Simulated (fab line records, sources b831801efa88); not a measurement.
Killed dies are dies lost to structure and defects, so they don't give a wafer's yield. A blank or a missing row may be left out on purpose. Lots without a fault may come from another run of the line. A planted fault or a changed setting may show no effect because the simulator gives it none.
Which tool did it? | flow gf180mcu | 14 lots, 42 wafers sampled, at 3 steps of a route of 602

WHAT THE GAUGES READ, wafer by wafer
GF_STI_THK_MEAS_04.
lot  | measured    | on            | STI_CVD_03_THK (nm)
L844 | day 1 15:41 | film_metro-04 | 208.8 211.1 211.6
L845 | day 1 18:34 | film_metro-04 | 204.5 205.8 205.4
L846 | day 1 23:34 | film_metro-04 | 209.5 210.1 208.9
L848 | day 2 10:20 | film_metro-02 | 207.6 206.6 209.1
L850 | day 2 19:34 | film_metro-01 | 212.0 212.6 212.2
L851 | day 3 00:34 | film_metro-02 | 209.7 208.7 210.5
L854 | day 3 16:46 | film_metro-01 | 207.3 207.5 205.5
L857 | day 4 06:35 | film_metro-04 | 206.2 205.7 207.3
L861 | day 5 02:34 | film_metro-01 | 205.7 204.1 205.9
L862 | day 5 07:34 | film_metro-02 | 207.8 204.8 206.7
L863 | day 5 12:34 | film_metro-01 | 207.2 209.4 209.5
L864 | day 5 17:34 | film_metro-02 | 208.0 208.0 208.5
L865 | day 5 22:34 | film_metro-04 | 206.2 206.6 204.9
L866 | day 6 03:37 | film_metro-04 | 205.2 205.2 205.9

GF_VT_IMPLANT_OVL_MEAS_07.
lot  | measured     | on         | VT_IMPLANT_OVL (nm)
L844 | day 5 15:47  | overlay-01 | -1.2 -2.4 -1.1
L845 | day 5 21:29  | overlay-01 | -1.1 -1.9 -3.1
L846 | day 5 23:17  | overlay-02 | 0.3 -1.1 0.0
L848 | day 6 14:50  | overlay-01 | 0.7 -0.3 -0.3
L850 | day 7 02:32  | overlay-02 | 0.9 -0.4 -1.6
L851 | day 7 09:40  | overlay-02 | 0.5 0.4 -1.2
L854 | day 8 05:51  | overlay-01 | -1.9 -2.3 -0.6
L857 | day 8 21:47  | overlay-01 | -3.8 -3.8 -3.1
L861 | day 9 23:14  | overlay-01 | 0.1 0.1 0.6
L862 | day 10 04:58 | overlay-01 | -0.7 -0.5 -1.2
L863 | day 10 11:38 | overlay-01 | -0.6 0.1 0.6
L864 | day 10 19:25 | overlay-02 | -1.0 -0.6 -0.2
L865 | day 10 23:52 | overlay-01 | -2.2 -3.8 -0.4
L866 | day 11 06:01 | overlay-02 | 1.1 1.8 1.6

WHICH TOOL RAN EACH LOT (tool, then ch and the chambers of the sampled wafers, then the start)
lot  | GF_STI_ETCH_13
L844 | rie_diel-04 ch 1,2, day 2 03:45
L845 | rie_diel-03 ch 1,2,3, day 2 06:39
L846 | rie_diel-04 ch 1,2, day 2 11:13
L848 | rie_diel-01 ch 1,2,3, day 2 22:31
L850 | rie_diel-03 ch 2,3, day 3 07:29
L851 | rie_diel-04 ch 1,3, day 3 12:57
L854 | rie_diel-01 ch 0,2,3, day 4 05:34
L857 | rie_diel-03 ch 0,3, day 4 19:29
L861 | rie_diel-03 ch 0,3, day 5 17:08
L862 | rie_diel-01 ch 0,2,3, day 5 22:01
L863 | rie_diel-01 ch 0,3, day 6 02:49
L864 | rie_diel-04 ch 0,1,3, day 6 08:15
L865 | rie_diel-04 ch 0,2,3, day 6 13:20
L866 | rie_diel-01 ch 2,3, day 6 17:52
- GF_STI_ETCH_13: etches the open film in CHF3/O2, stops on Si, target depth 282.31 nm, time 112.9 s.

WHAT THE TOOLS THEMSELVES READ (means of the sampled wafers that have a number; where no wafer has one, the mark that the record gives instead)
GF_STI_ETCH_13.
lot  | tool        | O2_flow_sccm (sccm) | drypump_motor_current_A (A) | oes_product_au (a.u.) | throttle_valve_pct (%)
L844 | rie_diel-04 | 5.013               | 5.9                         | 0.840                 | 8.819
L845 | rie_diel-03 | 5.006               | 5.2                         | 0.832                 | 8.810
L846 | rie_diel-04 | 5.012               | 6.1                         | 0.839                 | 8.811
L848 | rie_diel-01 | 4.989               | 5.6                         | 0.837                 | 8.810
L850 | rie_diel-03 | 4.996               | 5.3                         | 0.840                 | 8.817
L851 | rie_diel-04 | 5.015               | 6.2                         | 0.835                 | 8.814
L854 | rie_diel-01 | 4.981               | 5.9                         | 0.834                 | 8.812
L857 | rie_diel-03 | 4.984               | 6.0                         | 0.828                 | 8.816
L861 | rie_diel-03 | 5.011               | 6.0                         | 0.824                 | 8.813
L862 | rie_diel-01 | 4.992               | 5.9                         | 0.832                 | 8.807
L863 | rie_diel-01 | 4.983               | 5.8                         | 0.837                 | 8.813
L864 | rie_diel-04 | 4.988               | 6.2                         | 0.835                 | 8.815
L865 | rie_diel-04 | 5.013               | 5.9                         | 0.830                 | 8.812
L866 | rie_diel-01 | 5.000               | 5.6                         | 0.823                 | 8.813

THE ANSWER, worked out from the rows above alone
Rule: what is usual is taken from the lots themselves. Put in order of their means at a reading, lots are off if they are a third of the lots or fewer, leave a main group of 4 or more, and stand apart from it by a gap of 3 or more times the standard deviation of the main group's means; of several such gaps the widest counts. A main group whose means are all the same, to the digits that the tables above print for the reading, isn't used. A lot without any number at a reading at which 4 lots or more have one is off too. The other lots that the step has rows for count as sound. The gauges are gone through in route order, then the tools' own readings, and for those a lot's mean is taken as printed above. The first step at which some lot is off is used, and at that step the reading that is off furthest; a lot without a number counts as furthest.
No lot is off at any reading shown: from this, nothing can be told.

WHAT THE SIMULATOR HAD PUT IN
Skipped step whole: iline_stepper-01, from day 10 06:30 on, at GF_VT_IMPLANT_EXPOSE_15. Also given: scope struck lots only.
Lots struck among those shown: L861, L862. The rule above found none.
